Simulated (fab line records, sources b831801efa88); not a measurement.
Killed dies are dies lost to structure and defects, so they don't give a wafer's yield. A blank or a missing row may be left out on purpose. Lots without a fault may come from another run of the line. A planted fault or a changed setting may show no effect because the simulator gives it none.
A struck lot beside a sound one | flow sky130 | 20 steps out of a route of 708
Sound: wafers L729.1, L729.3, L729.5. Struck: wafer L739.4. (L739.3 of the same lot was not struck and is left out.) The cause comes at the end.
At each step with rows: each side's tool, then ch and its chambers, then its first start. Under that, the readings that differ: sound wafers | struck wafers | difference of the means | sigmas: that difference in standard deviations of wafers without a fault.
alike: readings whose means differ by less than 2 such deviations, and words and numbers that are the same on both sides. not compared: withheld readings, readings that some wafer has no value for, bounds like >300 that may hide the same value, and numbers for which the record gives no deviation and whose values overlap.
The two part at a step that has a row with sigmas, a row that says differs or no value, or rows on one side only. Numbers that don't overlap but have no deviation are shown without sigmas and don't part them. A reading that every wafer of one side lacks parts them only if that side has two wafers or more.

first, 4 steps without rows for these wafers: SKY_LDD_N_IMPLANT_12; SKY_LDD_N_IMPLANT_13; SKY_LDD_N_IMPLANT_14; SKY_LDD_N_IMPLANT_15.
SKY_LDD_N_STRIP_16: strips in O2/N2.
  sound on plasma_asher-02 ch 0,1, day 18 22:56; struck on plasma_asher-02 ch 1, day 23 10:15
  alike: drypump_motor_current_A, oes_product_au, strip_time_to_endpoint_s
  not compared: rf_hours_counter_h
SKY_LDD_N_TW_MEAS_17:
  sound on film_metro-02, day 18 23:02; struck on film_metro-03, day 23 10:20
  alike: LDD_N_TW
then, 6 steps without rows for these wafers: SKY_LDD_P_DEHYDRATE_00 (time 60 s); SKY_LDD_P_HMDS_01 (prime time 60 s); SKY_LDD_P_COAT_02 (resist thk 1140 nm); SKY_LDD_P_SOFTBAKE_03 (time 60 s); SKY_LDD_P_EXPOSE_04 (exposes mask PSDM, target cd 380 nm); SKY_LDD_P_PEB_05.
SKY_LDD_P_DEVELOP_06: develop time 60 s.
  sound on litho_track-01 ch 0, day 20 05:30; struck on litho_track-01 ch 0, day 24 16:06
  alike: developer_temp_C
SKY_LDD_P_CD_MEAS_07: target cd 380 nm.
  sound on cd_sem-01, day 20 05:39; struck on cd_sem-01, day 24 16:14
  not compared: cd_nm
SKY_LDD_P_OVL_MEAS_08:
  sound on overlay-01, day 20 05:46; struck on overlay-02, day 24 16:20
  not compared: LDD_P_OVL
then, 1 step without rows for these wafers: SKY_LDD_P_IMPLANT_09.
SKY_LDD_P_STRIP_10: strips in O2/N2.
  sound on plasma_asher-02 ch 0,1, day 20 05:58; struck on plasma_asher-01 ch 1, day 24 16:32
  alike: drypump_motor_current_A, oes_product_au, strip_time_to_endpoint_s
  not compared: rf_hours_counter_h
SKY_LDD_P_TW_MEAS_11:
  sound on film_metro-01, day 20 06:04; struck on film_metro-03, day 24 16:38
  reading  | sound             | struck | difference | sigmas
  LDD_P_TW | 634.7 640.4 640.0 | 30.2   | -608.2     | -99 or more
then, 1 step without rows for these wafers: SKY_LDD_HVN_DEHYDRATE_00 (time 60 s).
-- the record jumps here: 25 days lie between the struck wafers' starts before and after (it left off in module LDD_HVN and takes up again in module PAD_OPEN, whose first step shown is number 708 of the route) --
SKY_PAD_OPEN_PROBE_99:
  sound on prober-02, day 46 12:48; struck on prober-02, day 49 09:19
  reading             | sound    | struck | difference | sigmas
  killed_at_M0_to_M3  | 58 39 53 | 32     | -18        | -3
  killed_at_front_end | 11 15 17 | 438    | +424       | +96
  killed_dies         | 93 70 90 | 492    | +408       | +43
  killed_on_rim       | 18 14 25 | 96     | +77        | +19
  killed_open         | 53 38 48 | 33     | -13        | -2
  alike: killed_at_M4_up, killed_at_contacts, killed_at_other, killed_short

WHERE THEY PART
First at SKY_LDD_P_TW_MEAS_11; last, within this record, at SKY_PAD_OPEN_PROBE_99.

WHY: what the simulator had put in
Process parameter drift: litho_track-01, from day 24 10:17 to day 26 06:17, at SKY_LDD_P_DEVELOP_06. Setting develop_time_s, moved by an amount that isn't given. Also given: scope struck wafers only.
